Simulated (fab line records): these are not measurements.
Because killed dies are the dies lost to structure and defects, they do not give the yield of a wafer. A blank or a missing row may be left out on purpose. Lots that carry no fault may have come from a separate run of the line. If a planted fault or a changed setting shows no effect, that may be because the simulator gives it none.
Which tool was responsible? / flow sky130 / route of 708 steps, sampled at 1 step: 11 lots, 33 wafers

## WHAT THE GAUGES READ, wafer by wafer
SKY_RES_PROTECT_TW_MEAS_08.
lot=L827; measured=day 15 10:25; on=film-metro-01; POLY_GATE_TW=3953 3942 3974
lot=L828; measured=day 15 19:37; on=film-metro-01; POLY_GATE_TW=3972 3953 3955
lot=L831; measured=day 16 18:52; on=film-metro-04; POLY_GATE_TW=4000 3978 3993
lot=L832; measured=day 16 23:41; on=film-metro-01; POLY_GATE_TW=3986 3987 3974
lot=L835; measured=day 17 23:00; on=film-metro-04; POLY_GATE_TW=4000 4014 4008
lot=L841; measured=day 20 07:50; on=film-metro-03; POLY_GATE_TW=3988 3989 3986
lot=L844; measured=day 21 09:55; on=film-metro-01; POLY_GATE_TW=3960 3957 3950
lot=L845; measured=day 21 19:49; on=film-metro-04; POLY_GATE_TW=4006 4001 4019
lot=L847; measured=day 22 07:30; on=film-metro-03; POLY_GATE_TW=3985 3980 4004
lot=L849; measured=day 22 22:29; on=film-metro-03; POLY_GATE_TW=3996 3998 4009
lot=L850; measured=day 23 02:20; on=film-metro-04; POLY_GATE_TW=4024 4022 4026

## TOOL THAT RAN EACH LOT (tool first, then ch and the chambers of the sampled wafers, then the start)
The record shows no process step preceding these readings.

## THE ANSWER, worked out from the rows above alone
Rule: the usual values come from the lots themselves. Put in order of their means at a reading, lots are off if they are a third of the lots or fewer, leave a main group of 4 or more, and stand apart from it by a gap of 3 or more times the standard deviation of the main group's means; of several such gaps the widest counts. Not used: any main group whose means are identical at the precision the tables above print for the reading. Also off: a lot with no number at a reading for which 4 or more lots have one. Where the step has rows for the other lots, those lots are counted as sound.
None of the lots is off at any reading shown; this tells nothing.

## WHAT THE SIMULATOR HAD INSERTED
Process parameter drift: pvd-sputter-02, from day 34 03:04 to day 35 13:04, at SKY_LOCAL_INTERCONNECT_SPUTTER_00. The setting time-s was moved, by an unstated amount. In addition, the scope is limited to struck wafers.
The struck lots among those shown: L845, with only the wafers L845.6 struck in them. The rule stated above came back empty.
